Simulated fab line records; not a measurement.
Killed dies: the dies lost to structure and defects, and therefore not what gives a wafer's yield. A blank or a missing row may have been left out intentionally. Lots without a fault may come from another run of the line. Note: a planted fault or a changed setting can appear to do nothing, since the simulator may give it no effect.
The tool behind it: which one? + flow gf180mcu + 12 lots, 35 wafers sampled, at 6 steps of a route of 602

## WHAT EACH GAUGE READ, for each wafer
GF_V2_THK_MEAS_03.
| lot  | measured     | on            | V2_CVD_02_THK (nm) |
|------|--------------|---------------|--------------------|
| L905 | day 19 14:52 | film-metro-04 | 862 877 882        |
| L907 | day 20 09:28 | film-metro-02 | 829 850 845        |
| L908 | day 20 14:22 | film-metro-02 | 831 852 853        |
| L910 | day 21 09:58 | film-metro-02 | 830 846 1617       |
| L912 | day 22 01:26 | film-metro-04 | 1594 838           |
| L919 | day 24 12:07 | film-metro-02 | 843 837 862        |
| L920 | day 24 15:26 | film-metro-04 | 846 853 869        |
| L922 | day 25 12:15 | film-metro-02 | 846 850 848        |
| L923 | day 25 18:14 | film-metro-04 | 860 866 862        |
| L925 | day 26 16:53 | film-metro-03 | 840 862 851        |
| L927 | day 27 02:52 | film-metro-02 | 840 853 859        |
| L926 | day 27 04:59 | film-metro-03 | 846 851 850        |

GF_V4_BOW_MEAS_05.
| lot  | measured     | on            | V4_BOW (um) |
|------|--------------|---------------|-------------|
| L905 | day 23 18:35 | film-metro-02 | 137 133 127 |
| L907 | day 24 11:44 | film-metro-02 | 140 135 128 |
| L908 | day 24 15:19 | film-metro-03 | 136 138 139 |
| L910 | day 25 10:20 | film-metro-03 | 145 135 128 |
| L912 | day 26 03:41 | film-metro-04 | 125 116     |
| L919 | day 28 06:39 | film-metro-02 | 145 131 131 |
| L920 | day 28 09:22 | film-metro-03 | 135 122 123 |
| L922 | day 29 05:34 | film-metro-03 | 131 119 123 |
| L923 | day 29 10:01 | film-metro-03 | 140 150 141 |
| L925 | day 30 05:26 | film-metro-03 | 140 122 124 |
| L927 | day 30 15:23 | film-metro-02 | 144 132 132 |
| L926 | day 30 19:34 | film-metro-02 | 122 132 150 |

## WHICH TOOL RAN EACH LOT (tool, then ch and the chambers of the sampled wafers, then the start)
| lot  | GF_V2_CVD_02                    | GF_V2_CMP_04                  | GF_V2_CVD_23                  | GF_V3_SPUTTER_21             |
|------|---------------------------------|-------------------------------|-------------------------------|------------------------------|
| L905 | pecvd-01 ch 1,2, day 19 14:48   | cmp-01 ch 1,2, day 19 14:56   | cvd-w-01 ch 0,1, day 20 15:54 | pvd-sputter-01, day 22 17:55 |
| L907 | pecvd-04 ch 0,1,2, day 20 09:24 | cmp-01 ch 2,3, day 20 09:32   | cvd-w-01 ch 0,1, day 21 10:58 | pvd-sputter-01, day 23 11:29 |
| L908 | pecvd-04 ch 0,1,2, day 20 14:18 | cmp-02 ch 1,2,3, day 20 14:32 | cvd-w-01 ch 0,1, day 21 14:38 | pvd-sputter-03, day 23 15:25 |
| L910 | pecvd-04 ch 0,1,2, day 21 09:53 | cmp-02 ch 0,2, day 21 10:01   | cvd-w-01 ch 0,1, day 22 10:20 | pvd-sputter-01, day 24 10:20 |
| L912 | pecvd-04 ch 1,2, day 22 01:22   | cmp-01 ch 1,2, day 22 01:29   | cvd-w-02 ch 1, day 23 05:13   | pvd-sputter-01, day 25 03:53 |
| L919 | pecvd-04 ch 0,1, day 24 12:02   | cmp-02 ch 0,2,3, day 24 12:16 | cvd-w-02 ch 0,1, day 25 11:05 | pvd-sputter-01, day 27 08:01 |
| L920 | pecvd-02 ch 0,1, day 24 15:22   | cmp-01 ch 0,1,3, day 24 15:35 | cvd-w-01 ch 0,1, day 25 14:37 | pvd-sputter-04, day 27 11:37 |
| L922 | pecvd-04 ch 0,2, day 25 12:11   | cmp-01 ch 0,2, day 25 12:22   | cvd-w-02 ch 0,1, day 26 10:33 | pvd-sputter-03, day 28 07:52 |
| L923 | pecvd-02 ch 0,1,2, day 25 18:10 | cmp-01 ch 0,2,3, day 25 18:21 | cvd-w-01 ch 0,1, day 26 16:00 | pvd-sputter-01, day 28 11:57 |
| L925 | pecvd-01 ch 0,1, day 26 16:49   | cmp-02 ch 1,3, day 26 16:57   | cvd-w-01 ch 0, day 27 14:11   | pvd-sputter-04, day 29 08:42 |
| L927 | pecvd-01 ch 1,2, day 27 02:48   | cmp-01 ch 0,1,3, day 27 02:56 | cvd-w-02 ch 0,1, day 28 01:25 | pvd-sputter-01, day 29 18:59 |
| L926 | pecvd-04 ch 1,2, day 27 04:53   | cmp-01 ch 0,1,2, day 27 05:04 | cvd-w-01 ch 0, day 28 03:49   | pvd-sputter-04, day 29 22:34 |
- GF_V2_CVD_02: deposits SiO2 from TEOS, target thk 850 nm, time 94.851 s.
- GF_V2_CMP_04: polishes SiO2.
- GF_V2_CVD_23: deposits W, target thk 350 nm, time 104.94 s.
- GF_V3_SPUTTER_21: material Ti, target thk 15 nm, time 80.02 s.

## WHAT THE TOOLS THEMSELVES READ (means of the sampled wafers that have a number; where no wafer has one, the mark that the record gives instead)
GF_V2_CVD_02.
| lot  | tool     | heater-power-w (W) |
|------|----------|--------------------|
| L905 | pecvd-01 | 481                |
| L907 | pecvd-04 | 607                |
| L908 | pecvd-04 | 684                |
| L910 | pecvd-04 | 608                |
| L912 | pecvd-04 | 620                |
| L919 | pecvd-04 | 673                |
| L920 | pecvd-02 | 628                |
| L922 | pecvd-04 | 618                |
| L923 | pecvd-02 | 606                |
| L925 | pecvd-01 | 554                |
| L927 | pecvd-01 | 500                |
| L926 | pecvd-04 | 640                |

GF_V2_CMP_04.
| lot  | tool   | motor-current-A (A) | slurry-flow-ml-min | time-to-endpoint-s (s) |
|------|--------|---------------------|--------------------|------------------------|
| L905 | cmp-01 | 11.4                | 150.1              | 79                     |
| L907 | cmp-01 | 11.1                | 149.4              | 72                     |
| L908 | cmp-02 | 11.6                | 149.9              | 81                     |
| L910 | cmp-02 | 12.0                | 150.0              | 176                    |
| L912 | cmp-01 | 11.4                | 149.9              | 212                    |
| L919 | cmp-02 | 11.6                | 150.2              | 81                     |
| L920 | cmp-01 | 11.8                | 149.9              | 81                     |
| L922 | cmp-01 | 11.2                | 150.3              | 74                     |
| L923 | cmp-01 | 11.2                | 150.2              | 80                     |
| L925 | cmp-02 | 11.4                | 149.5              | 83                     |
| L927 | cmp-01 | 11.8                | 149.6              | 73                     |
| L926 | cmp-01 | 11.7                | 149.7              | 72                     |

GF_V2_CVD_23.
| lot  | tool     | heater-power-w (W) |
|------|----------|--------------------|
| L905 | cvd-w-01 | 888                |
| L907 | cvd-w-01 | 896                |
| L908 | cvd-w-01 | 831                |
| L910 | cvd-w-01 | 832                |
| L912 | cvd-w-02 | 762                |
| L919 | cvd-w-02 | 743                |
| L920 | cvd-w-01 | 826                |
| L922 | cvd-w-02 | 756                |
| L923 | cvd-w-01 | 879                |
| L925 | cvd-w-01 | 934                |
| L927 | cvd-w-02 | 755                |
| L926 | cvd-w-01 | 933                |

GF_V3_SPUTTER_21.
| lot  | tool           | chamber-pressure-pa (Pa) | throttle-valve-pct (%) |
|------|----------------|--------------------------|------------------------|
| L905 | pvd-sputter-01 | 4.994                    | 30.1                   |
| L907 | pvd-sputter-01 | 5.005                    | 30.1                   |
| L908 | pvd-sputter-03 | 4.991                    | 29.7                   |
| L910 | pvd-sputter-01 | 5.002                    | 30.3                   |
| L912 | pvd-sputter-01 | 4.995                    | 29.3                   |
| L919 | pvd-sputter-01 | 4.989                    | 30.2                   |
| L920 | pvd-sputter-04 | 5.010                    | 29.2                   |
| L922 | pvd-sputter-03 | 4.996                    | 29.9                   |
| L923 | pvd-sputter-01 | 5.001                    | 29.4                   |
| L925 | pvd-sputter-04 | 5.002                    | 30.1                   |
| L927 | pvd-sputter-01 | 4.992                    | 29.1                   |
| L926 | pvd-sputter-04 | 4.999                    | 29.5                   |

## THE ANSWER, worked out from the rows above alone
Rule: the usual values come from the lots themselves. Put in order of their means at a reading, lots are off if they are a third of the lots or fewer, leave a main group of 4 or more, and stand apart from it by a gap of 3 or more times the standard deviation of the main group's means; of several such gaps the widest counts. If all means in a main group match to the digits the tables above print for the reading, that group is not used. Also off: a lot with no number at a reading for which 4 or more lots have one. Where the step has rows for the other lots, those lots are counted as sound. Order of review: gauges by route order, followed by the tools' own readings, for which a lot's mean as printed above is used. The first step at which some lot is off is used, and at that step the reading that is off furthest; a lot without a number counts as furthest.
Off: at GF_V2_THK_MEAS_03 (V2_CVD_02_THK), L910, L912. Main group: mean 852 nm, sd 9.
If a tool, at a process step before that reading, ran all the lots that are off and no sound lot after the first of them, it fits. The gauges at GF_V2_THK_MEAS_03 aren't tried: what is off there is off at GF_V2_CMP_04 too, on other tools, and a gauge's error can't cause that. Not one of the candidates tried fits.

## WHAT HAD BEEN PUT IN BY THE SIMULATOR
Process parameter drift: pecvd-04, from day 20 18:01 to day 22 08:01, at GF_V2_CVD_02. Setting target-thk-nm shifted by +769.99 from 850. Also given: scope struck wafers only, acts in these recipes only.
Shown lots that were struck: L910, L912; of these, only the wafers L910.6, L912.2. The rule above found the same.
